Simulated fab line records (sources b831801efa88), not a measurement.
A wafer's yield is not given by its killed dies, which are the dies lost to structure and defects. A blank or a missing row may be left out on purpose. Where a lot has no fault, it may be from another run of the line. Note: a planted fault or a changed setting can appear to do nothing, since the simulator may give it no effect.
A single fault, viewed from 2 desks || flow gf180mcu || numbers are kept per desk, each desk with only its own; the story behind them comes last

## METROLOGY DESK
What the gauges read for every lot (on any tool): the sampled wafers with a number, averaged. Marked OUT: a lot whose mean sits more than 4 standard deviations from the usual mean, which makes it out of limits; the brackets give that distance.
Columns: A = V5_BOW at GF_V5_BOW_MEAS_05, usual 135 um; B = cd nm at GF_V5_CD_MEAS_14, usual 259.7 nm; C = V5_OVL at GF_V5_OVL_MEAS_15, usual 1 nm
{"lot": "L310", "first seen here": "day 26 21:05", "A": 140, "B": 260.6, "C": -2}
{"lot": "L313", "first seen here": "day 27 10:55", "A": 145, "B": 259.2, "C": -7}
{"lot": "L314", "first seen here": "day 28 01:11", "A": 133, "B": 259.4, "C": 2}
{"lot": "L316", "first seen here": "day 28 22:37", "A": 114, "B": 259.6, "C": -4}
{"lot": "L328", "first seen here": "day 32 09:37", "A": 142, "B": 260.2, "C": 2}
{"lot": "L329", "first seen here": "day 32 17:14", "A": 134, "B": 260.2, "C": -5}
Finding of this desk: none of the 6 lots has anything out of limits.

## DESK OF THE TOOL OWNER: rie diel-02
The tool's own readings at GF_V5_ETCH_17 (etches SiO2 in C4F8/O2/Ar, stops on TiN, target depth 855 nm): means of the sampled wafers that have a number, for each lot that ran on this tool. Marked OUT: a lot whose mean sits more than 4 standard deviations from the usual mean, which makes it out of limits; the brackets give that distance.
Columns: A = chamber pressure mTorr at GF_V5_ETCH_17, usual 40.00 mTorr; B = oes product au at GF_V5_ETCH_17, usual 0.859 a.u.; C = rf fwd power W at GF_V5_ETCH_17, usual 1493 W
{"lot": "L313", "first seen here": "day 28 06:00", "A": 40.02, "B": 0.856, "C": "1732 (+51) OUT"}
{"lot": "L316", "first seen here": "day 29 17:00", "A": 40.02, "B": 0.858, "C": "1732 (+51) OUT"}
{"lot": "L329", "first seen here": "day 33 09:00", "A": 39.99, "B": 0.857, "C": 1496}
This desk's finding: out of limits on L313, L316; first on L313, day 28 06:00 (rf fwd power W at GF_V5_ETCH_17). In limits: L329.

## PUT TOGETHER
The tool owner's desk could have raised an alarm at day 28 06:00, on L313, L316.
Nothing out of limits was seen by the metrology desk.
The metrology desk holds a record of L313, L316, inside its limits.
On rie diel-02, each named lot ran GF_V5_ETCH_17.

## WHAT THE SIMULATOR PUT IN
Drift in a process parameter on rie diel-02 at GF_V5_ETCH_17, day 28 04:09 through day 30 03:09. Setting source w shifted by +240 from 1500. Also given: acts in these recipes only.
Lots struck among those shown: L313, L316.
How many hours passed from the start of the fault until each desk's first out-of-limits reading: the tool owner's desk, 2.
